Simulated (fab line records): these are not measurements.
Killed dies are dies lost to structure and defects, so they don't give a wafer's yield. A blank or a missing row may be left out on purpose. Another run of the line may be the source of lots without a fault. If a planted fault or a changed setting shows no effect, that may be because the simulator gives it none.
One fault seen from 2 desks / flow gf180mcu / numbers are kept per desk, each desk with only its own; the story behind them comes last

## AT THE METROLOGY DESK
What the gauges read, lot by lot, whatever tool the lot ran on: means of the sampled wafers that have a number. If a lot's mean is further than 4 standard deviations from the usual mean, the lot is out of limits and carries the mark OUT (the distance appears in the brackets).
Columns: A = V1_BOW at GF_V1_BOW_MEAS_05, usual 82 um
lot=L762; first seen here=day 17 10:25; A=77
lot=L763; first seen here=day 17 22:06; A=84
lot=L764; first seen here=day 18 08:41; A=85
lot=L769; first seen here=day 20 02:21; A=82
lot=L771; first seen here=day 21 00:18; A=89
lot=L772; first seen here=day 21 14:33; A=90
lot=L774; first seen here=day 22 00:01; A=87
lot=L775; first seen here=day 22 11:26; A=68
lot=L776; first seen here=day 22 16:36; A=82
lot=L778; first seen here=day 23 08:50; A=76
lot=L781; first seen here=day 24 10:46; A=75
lot=L782; first seen here=day 24 16:52; A=86
lot=L783; first seen here=day 24 20:45; A=75
lot=L784; first seen here=day 25 11:55; A=87
This desk's finding: nothing out of limits on any of the 14 lots.

## AT THE TOOL OWNER'S DESK: rieDiel-01
The tool's own readings at GF_V1_ETCH_16 (etches BARC in N2/H2): means of the sampled wafers that have a number, for each lot that ran on this tool. If a lot's mean is further than 4 standard deviations from the usual mean, the lot is out of limits and carries the mark OUT (the distance appears in the brackets).
Columns: A = biasW at GF_V1_ETCH_16, usual 100.0 W; B = chamberPressureMTorr at GF_V1_ETCH_16, usual 30.001 mTorr; C = drypumpMotorCurrentA at GF_V1_ETCH_16, usual 5.6 A; D = oesProductAu at GF_V1_ETCH_16, usual 0.855 a.u.; E = throttleValvePct at GF_V1_ETCH_16, usual 13.224 %
lot=L772; first seen here=day 22 14:19; A=100.4; B=30.018; C=5.3; D=0.856; E=13.217
lot=L775; first seen here=day 23 10:17; A=99.7; B=30.015; C=5.6; D=0.855; E=13.227
lot=L781; first seen here=day 25 08:23; A=100.0; B=29.990; C=5.8; D=0.855; E=13.228
lot=L784; first seen here=day 26 08:38; A=99.8; B=29.996; C=5.6; D=0.854; E=13.222
This desk's finding: nothing out of limits on any of the 4 lots.

## BROUGHT TOGETHER
Metrology desk: nothing out of limits seen.
The desk of the tool owner found nothing out of limits.

## WHAT THE SIMULATOR HAD INSERTED
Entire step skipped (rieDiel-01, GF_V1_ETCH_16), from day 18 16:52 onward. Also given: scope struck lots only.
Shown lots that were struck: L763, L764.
